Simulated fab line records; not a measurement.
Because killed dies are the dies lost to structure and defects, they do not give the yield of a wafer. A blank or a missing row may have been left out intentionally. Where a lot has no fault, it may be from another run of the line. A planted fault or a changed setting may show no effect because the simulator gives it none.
What tool caused it?	flow gf180mcu	Sampling: 12 lots, 36 wafers, 6 of 602 route steps

WHAT EACH GAUGE READ, for each wafer
GF_MVPSD_TW_MEAS_11. Usual: MVPSD_TW typically reads 551, with standard deviation 4.3.
lot	measured	on	MVPSD_TW	flag
L646	day 5 00:08	film metro-01	554 548 553	
L647	day 5 06:44	film metro-01	551 553 552	
L648	day 5 12:37	film metro-01	554 553 552	
L650	day 5 23:46	film metro-03	551 552 554	
L652	day 6 11:37	film metro-04	548 548 548	
L653	day 6 16:43	film metro-03	547 548 549	
L656	day 7 12:11	film metro-03	601 600 597	OFF
L657	day 7 18:08	film metro-01	609 610 606	OFF
L659	day 8 05:43	film metro-03	602 600 604	OFF
L666	day 10 02:28	film metro-04	547 544 547	
L668	day 10 14:08	film metro-03	550 548 549	
L669	day 10 17:22	film metro-01	565 560 562	

GF_VT_IMPLANT_RS_MEAS_49: uses a four-point probe to measure. Usual: MVPSD_RS typically reads 1167.3 ohm/sq, with standard deviation 2.6.
lot	measured	on	MVPSD_RS (ohm/sq)	flag
L646	day 7 12:14	film metro-04	1169.9 1170.1 1171.2	
L647	day 7 21:11	film metro-03	1172.1 1171.1 1171.6	
L648	day 8 02:44	film metro-01	1167.0 1166.3 1163.5	
L650	day 8 15:35	film metro-03	1164.2 1165.2 1163.8	
L652	day 9 04:29	film metro-03	1168.1 1166.6 1169.7	
L653	day 9 12:09	film metro-03	1167.1 1170.4 1167.4	
L656	day 10 07:34	film metro-01	1334.5 1337.2 1334.7	OFF
L657	day 10 15:34	film metro-03	1332.7 1332.8 1332.9	OFF
L659	day 11 02:53	film metro-01	1332.5 1332.8 1333.0	OFF
L666	day 13 06:00	film metro-03	1165.4 1166.5 1166.5	
L668	day 13 19:21	film metro-01	1163.1 1161.9 1162.9	
L669	day 13 22:35	film metro-04	1169.0 1173.1 1167.6	

GF_M1_THK_MEAS_06: measures by xrf. Usual: M1_ALCU_THK typically reads 437 nm, with standard deviation 4.5.
lot	measured	on	M1_ALCU_THK (nm)	flag
L646	day 16 01:23	film metro-02	434 428 432	
L647	day 16 11:47	film metro-04	442 445 436	
L648	day 16 19:55	film metro-04	425 433 435	
L650	day 17 13:22	film metro-04	439 435 437	
L652	day 18 09:04	film metro-01	433 430 430	
L653	day 18 18:53	film metro-02	435 437 436	
L656	day 19 20:47	film metro-02	437 431 435	
L657	day 20 05:06	film metro-01	436 432 433	
L659	day 21 00:46	film metro-02	439 438 434	
L666	day 23 10:26	film metro-04	440 441 440	
L668	day 24 02:04	film metro-01	437 441 434	
L669	day 24 08:52	film metro-01	438 440 449	

WHAT TOOL EACH LOT RAN ON (gives the tool, then ch and the chambers of the sampled wafers, and finally the start)
lot	GF_MVPSD_IMPLANT_08	GF_HV_LDD_STRIP_49	GF_CONTACT_CVD_02
L646	implanter-01 ch 0, day 4 23:44	plasma asher-02 ch 0,1, day 12 06:18	pecvd-04 ch 1,2, day 15 00:50
L647	implanter-01 ch 0, day 5 06:20	plasma asher-03 ch 0,1, day 12 15:27	pecvd-02 ch 0,1, day 15 11:20
L648	implanter-01 ch 0, day 5 12:13	plasma asher-02 ch 0,1, day 12 22:14	pecvd-04 ch 1,2, day 15 19:24
L650	implanter-02 ch 0, day 5 23:22	plasma asher-04 ch 0,1, day 13 13:45	pecvd-04 ch 0,1, day 16 12:22
L652	implanter-02 ch 0, day 6 11:13	plasma asher-04 ch 0,1, day 14 07:56	pecvd-02 ch 1,2, day 17 07:26
L653	implanter-03 ch 0, day 6 16:20	plasma asher-04 ch 0,1, day 14 16:59	pecvd-03 ch 0,2, day 17 17:48
L656	implanter-01 ch 0, day 7 11:49	plasma asher-04 ch 0,1, day 15 16:40	pecvd-03 ch 1,2, day 18 18:46
L657	implanter-01 ch 0, day 7 17:46	plasma asher-02 ch 0,1, day 16 01:05	pecvd-03 ch 0,1, day 19 02:37
L659	implanter-01 ch 0, day 8 05:19	plasma asher-03 ch 0,1, day 16 18:02	pecvd-03 ch 0,2, day 19 22:16
L666	implanter-02 ch 0, day 10 02:05	plasma asher-02 ch 0,1, day 19 04:50	pecvd-04 ch 0,1, day 22 09:22
L668	implanter-01 ch 0, day 10 13:45	plasma asher-02 ch 0,1, day 19 22:20	pecvd-03 ch 1,2, day 23 01:28
L669	implanter-02 ch 0, day 10 16:58	plasma asher-04 ch 0,1, day 19 23:59	pecvd-03 ch 1,2, day 23 07:55
- GF_MVPSD_IMPLANT_08
- GF_HV_LDD_STRIP_49: strips in O2/N2.
- GF_CONTACT_CVD_02: deposits SiO2 from TEOS, target thk 860 nm, time 95.992 s.

WHAT THE TOOLS THEMSELVES READ (means of the sampled wafers that have a number; where no wafer has one, the mark that the record gives instead)
GF_MVPSD_IMPLANT_08. Usual: end station pressure torr 5.04e-06 Torr, standard deviation 2.6e-07; tilt deg 0.000 degrees, standard deviation 0.02.
lot	tool	end station pressure torr (Torr)	tilt deg (degrees)	flag
L646	implanter-01	5.13e-06	0.013	
L647	implanter-01	4.89e-06	0.027	
L648	implanter-01	5.07e-06	-0.001	
L650	implanter-02	4.98e-06	-0.002	
L652	implanter-02	5.09e-06	-0.010	
L653	implanter-03	4.81e-06	0.012	
L656	implanter-01	4.89e-06	3.883	OFF
L657	implanter-01	5.08e-06	3.880	OFF
L659	implanter-01	5.07e-06	3.889	OFF
L666	implanter-02	4.91e-06	0.007	
L668	implanter-01	5.13e-06	0.015	
L669	implanter-02	5.09e-06	0.021	

GF_HV_LDD_STRIP_49. Usual: drypump motor current A 5.8 A, standard deviation 0.44; heater power w 335 W, standard deviation 51; oes product au 0.716 a.u., standard deviation 0.0044; strip time to endpoint s 12.63 s, standard deviation 0.037.
lot	tool	drypump motor current A (A)	heater power w (W)	oes product au (a.u.)	strip time to endpoint s (s)	flag
L646	plasma asher-02	5.6	349	0.715	12.56	
L647	plasma asher-03	5.2	319	0.716	12.59	
L648	plasma asher-02	5.7	349	0.711	12.62	
L650	plasma asher-04	6.0	310	0.715	12.56	
L652	plasma asher-04	6.0	309	0.716	12.67	
L653	plasma asher-04	6.0	314	0.718	12.63	
L656	plasma asher-04	6.1	351	0.715	12.65	
L657	plasma asher-02	6.0	380	0.714	12.65	
L659	plasma asher-03	5.1	320	0.712	12.64	
L666	plasma asher-02	6.0	382	0.712	12.65	
L668	plasma asher-02	5.7	339	0.710	12.67	
L669	plasma asher-04	6.0	311	0.717	12.59	

GF_CONTACT_CVD_02. Usual: heater power w at 635 W, with a standard deviation of 85.
lot	tool	heater power w (W)	flag
L646	pecvd-04	618	
L647	pecvd-02	632	
L648	pecvd-04	609	
L650	pecvd-04	581	
L652	pecvd-02	571	
L653	pecvd-03	684	
L656	pecvd-03	602	
L657	pecvd-03	621	
L659	pecvd-03	717	
L666	pecvd-04	618	
L668	pecvd-03	627	
L669	pecvd-03	558	

THE ANSWER, worked out from the rows above alone
Rule: a lot counts as off when the mean over its wafers that have a number is more than 3 standard deviations away from the usual mean. A lot without any number at a reading at which 4 lots or more have one is off too. Any other lot the step has rows for is counted as sound. First the gauges in route order, then the tools' own readings, where a lot's mean is used as printed above. At the first step where some lot is off, the reading lying furthest off is the one used; lots without a number count as furthest.
Off: at GF_MVPSD_TW_MEAS_11 (MVPSD_TW), L656, L657, L659.
If a tool, at a process step before that reading, ran all the lots that are off and no sound lot after the first of them, it fits. Not tried: the gauges at GF_MVPSD_TW_MEAS_11; whatever is off there is also off at GF_MVPSD_IMPLANT_08, on other tools, and gauge error can't account for it. No candidate that was tried fits.

WHAT THE SIMULATOR HAD PUT IN
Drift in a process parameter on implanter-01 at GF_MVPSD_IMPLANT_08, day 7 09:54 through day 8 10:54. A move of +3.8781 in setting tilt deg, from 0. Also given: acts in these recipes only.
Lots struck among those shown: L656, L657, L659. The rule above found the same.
